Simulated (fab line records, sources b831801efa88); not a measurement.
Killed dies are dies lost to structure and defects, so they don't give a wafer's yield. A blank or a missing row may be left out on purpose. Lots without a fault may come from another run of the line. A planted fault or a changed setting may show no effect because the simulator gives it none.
A struck lot beside a sound one | flow sfq_line | 42 steps out of a route of 325
Sound: wafers L172.1, L172.3, L172.5. Struck: wafer L183.6. (L183.2 of the same lot was not struck and is left out.) The cause comes at the end.
At each step with rows: each side's tool, then ch and its chambers, then its first start. Under that, the readings that differ: sound wafers | struck wafers | difference of the means | sigmas: that difference in standard deviations of wafers without a fault.
alike: readings whose means differ by less than 2 such deviations, and words and numbers that are the same on both sides. not compared: withheld readings, readings that some wafer has no value for, bounds like >300 that may hide the same value, and numbers for which the record gives no deviation and whose values overlap.
The two part at a step that has a row with sigmas, a row that says differs or no value, or rows on one side only. Numbers that don't overlap but have no deviation are shown without sigmas and don't part them. A reading that every wafer of one side lacks parts them only if that side has two wafers or more.

first, 6 steps without rows for these wafers: SFQ_TRILAYER_M2_LITHO_COAT_062 (resist thk 62 nm); SFQ_TRILAYER_M2_LITHO_COAT_057 (resist thk 600 nm); SFQ_TRILAYER_M2_LITHO_SOFTBAKE_061; SFQ_TRILAYER_M2_LITHO_EXPOSE_058 (exposes mask M2, target cd 500 nm); SFQ_TRILAYER_M2_LITHO_PEB_060 (peb time 60 s); SFQ_TRILAYER_M2_LITHO_DEVELOP_059 (time 60 s).
SFQ_M2_OVL_MEAS_916:
  sound on overlay-01, day 23 10:43; struck on overlay-02, day 34 23:07
  alike: M2_OVL
then, 2 steps without rows for these wafers: SFQ_TRILAYER_M2_BARC_OPEN_METAL_ETCH_077 (etches BARC in O2, target depth 125 nm, time 41.7 s); SFQ_TRILAYER_M2_ETCH_METAL_ETCH_060 (etches Nb in Cl2/Ar, stops on SiO2, target depth 240 nm, time 120 s).
SFQ_TRILAYER_M2_STRIP_STRIP_061: strips in O2.
  sound on rie_metal-03 ch 0,1, day 23 10:56; struck on rie_metal-02 ch 0, day 34 23:20
  reading                     | sound       | struck | difference | sigmas
  drypump_motor_current_A (A) | 6.1 5.0 5.0 | 6.4    | +1.0       | +2
  alike: chamber_pressure_mTorr, oes_product_au
  not compared: rf_hours_counter_h
then, 1 step without rows for these wafers: SFQ_TRILAYER_M2_STRIP_SOLV_CLEAN_062 (cleans in NMP, time 600 s).
SFQ_TRILAYER_I2_DEP_PECVD_063: deposits SiO2 from SiH4/N2O, time 111.11 s, target thk 500 nm.
  sound on pecvd-01 ch 1,2, day 23 11:43; struck on pecvd-03 ch 1, day 35 00:06
  alike: heater_power_w, throttle_valve_pct
SFQ_TRILAYER_I2_CMP_CMP_064: polishes SiO2.
  sound on cmp-01 ch 0,2, day 23 12:17; struck on cmp-01 ch 1, day 35 03:17
  reading                                             | sound             | struck | difference | sigmas
  motor_current_A (A)                                 | 9.8 11.7 10.3     | 12.7   | +2.1       | +2
  time_to_endpoint_s (s)                              | 198 203 214       | 254    | +49        | +8
  model.SiO2_of_TRILAYER_I2_DEP_PECVD_063.thk_nm (nm) | 201.6 201.5 201.8 | 149.9  | -51.7      |
  alike: head_pressure_psi
SFQ_I2_BOW_MEAS_917:
  sound on film_metro-01, day 23 14:47; struck on film_metro-01, day 35 03:48
  alike: I2_BOW
SFQ_TRILAYER_I2_METRO_MEASURE_065:
  sound on film_metro-01, day 23 14:55; struck on film_metro-01, day 35 04:06
  reading     | sound             | struck | difference | sigmas
  thk_nm (nm) | 201.7 201.5 201.9 | 149.9  | -51.8      | -57
then, 6 steps without rows for these wafers: SFQ_TRILAYER_I2_VIA_LITHO_COAT_072 (resist thk 62 nm); SFQ_TRILAYER_I2_VIA_LITHO_COAT_067 (resist thk 650 nm); SFQ_TRILAYER_I2_VIA_LITHO_SOFTBAKE_071; SFQ_TRILAYER_I2_VIA_LITHO_EXPOSE_068 (exposes mask I2, target cd 500 nm); SFQ_TRILAYER_I2_VIA_LITHO_PEB_070 (peb time 60 s); SFQ_TRILAYER_I2_VIA_LITHO_DEVELOP_069 (time 60 s).
-- the record jumps here: 6 days lie between the struck wafers' starts before and after --
SFQ_I2_OVL_MEAS_918:
  sound on overlay-01, day 30 00:28; struck on overlay-01, day 40 17:55
  alike: I2_OVL
then, 1 step without rows for these wafers: SFQ_TRILAYER_I2_VIA_BARC_OPEN_VIA_ETCH_096 (etches BARC in O2, target depth 125 nm, time 41.7 s).
SFQ_TRILAYER_I2_VIA_ETCH_VIA_ETCH_070: etches SiO2 in CHF3, stops on Nb, target depth 260 nm.
  sound on rie_diel-03 ch 0,2, day 30 00:32; struck on rie_diel-02 ch 1, day 40 17:59
  reading                        | sound             | struck | difference | sigmas
  oes_product_au (a.u.)          | 0.863 0.863 0.864 | 0.734  | -0.129     | -25
  model.etch.depth_nm (nm)       | 201.6 201.5 201.8 | 149.9  | -51.7      |
  model.I2.feature_depth_nm (nm) | 201.6 201.5 201.8 | 149.9  | -51.7      |
  alike: chamber_pressure_mTorr, drypump_motor_current_A
then, 2 steps without rows for these wafers: SFQ_TRILAYER_I2_VIA_STRIP_STRIP_071 (strips in O2); SFQ_TRILAYER_I2_VIA_STRIP_SOLV_CLEAN_072 (cleans in NMP, time 600 s).
SFQ_TRILAYER_M3_DEP_PRE_CLEAN_074: time 22.5 s.
  sound on pvd_sputter-06, day 30 01:25; struck on pvd_sputter-05, day 40 18:52
  reading                                             | sound           | struck | difference | sigmas
  model.SiO2_of_TRILAYER_I2_DEP_PECVD_063.thk_nm (nm) | 194.1 194 194.3 | 142.4  | -51.7      |
SFQ_TRILAYER_M3_DEP_SPUTTER_073: material Nb, target thk 200 nm, time 133.3 s.
  sound on pvd_sputter-06, day 30 01:27; struck on pvd_sputter-05, day 40 18:54
  reading               | sound                     | struck   | difference | sigmas
  base_pressure_pa (Pa) | 1.5e-06 1.46e-06 1.43e-06 | 1.28e-06 | -1.83e-07  | -2
  alike: throttle_valve_pct
SFQ_M3_RS_MEAS_919: measures by four-point-probe.
  sound on film_metro-03, day 30 01:32; struck on film_metro-03, day 40 19:01
  alike: M3_NB_RS
then, 6 steps without rows for these wafers: SFQ_TRILAYER_M3_LITHO_COAT_080 (resist thk 62 nm); SFQ_TRILAYER_M3_LITHO_COAT_075 (resist thk 600 nm); SFQ_TRILAYER_M3_LITHO_SOFTBAKE_079; SFQ_TRILAYER_M3_LITHO_EXPOSE_076 (exposes mask M3, target cd 500 nm); SFQ_TRILAYER_M3_LITHO_PEB_078 (peb time 60 s); SFQ_TRILAYER_M3_LITHO_DEVELOP_077 (time 60 s).
-- the record jumps here: 5 days lie between the struck wafers' starts before and after --
SFQ_M3_OVL_MEAS_921:
  sound on overlay-02, day 35 20:43; struck on overlay-01, day 45 15:22
  alike: M3_OVL
SFQ_TRILAYER_M3_BARC_OPEN_METAL_ETCH_100: etches BARC in O2, target depth 125 nm, time 41.7 s.
  sound on rie_metal-04 ch 0,1, day 35 20:44; struck on rie_metal-01 ch 1, day 45 15:24
  alike: chamber_pressure_mTorr, drypump_motor_current_A, oes_product_au
  not compared: rf_hours_counter_h
then, 3 steps without rows for these wafers: SFQ_TRILAYER_M3_ETCH_METAL_ETCH_078 (etches Nb in Cl2/Ar, stops on SiO2, target depth 240 nm, time 120 s); SFQ_TRILAYER_M3_STRIP_STRIP_079 (strips in O2); SFQ_TRILAYER_M3_STRIP_SOLV_CLEAN_080 (cleans in NMP, time 600 s).
SFQ_TRILAYER_I3_DEP_PECVD_081: deposits SiO2 from SiH4/N2O, time 111.11 s, target thk 500 nm.
  sound on pecvd-03 ch 0,1, day 35 21:42; struck on pecvd-03 ch 0, day 45 16:23
  alike: heater_power_w, throttle_valve_pct
-- the record jumps here: 35 days lie between the struck wafers' starts before and after --
SFQ_M8_BOW_MEAS_951:
  sound on film_metro-02, day 75 08:46; struck on film_metro-04, day 80 09:32
  reading                 | sound             | struck | difference | sigmas
  model.etest.i2.link_ohm | 1.977 1.956 1.956 | 1.912  | -0.051     |
  alike: M8_BOW

WHERE THEY PART
First at SFQ_TRILAYER_M2_STRIP_STRIP_061; last, within this record, at SFQ_TRILAYER_M3_DEP_SPUTTER_073. Later steps at which nothing parts them and some readings are alike: SFQ_M3_RS_MEAS_919, SFQ_M3_OVL_MEAS_921, SFQ_TRILAYER_M3_BARC_OPEN_METAL_ETCH_100, SFQ_TRILAYER_I3_DEP_PECVD_081, SFQ_M8_BOW_MEAS_951.

WHY: what the simulator had put in
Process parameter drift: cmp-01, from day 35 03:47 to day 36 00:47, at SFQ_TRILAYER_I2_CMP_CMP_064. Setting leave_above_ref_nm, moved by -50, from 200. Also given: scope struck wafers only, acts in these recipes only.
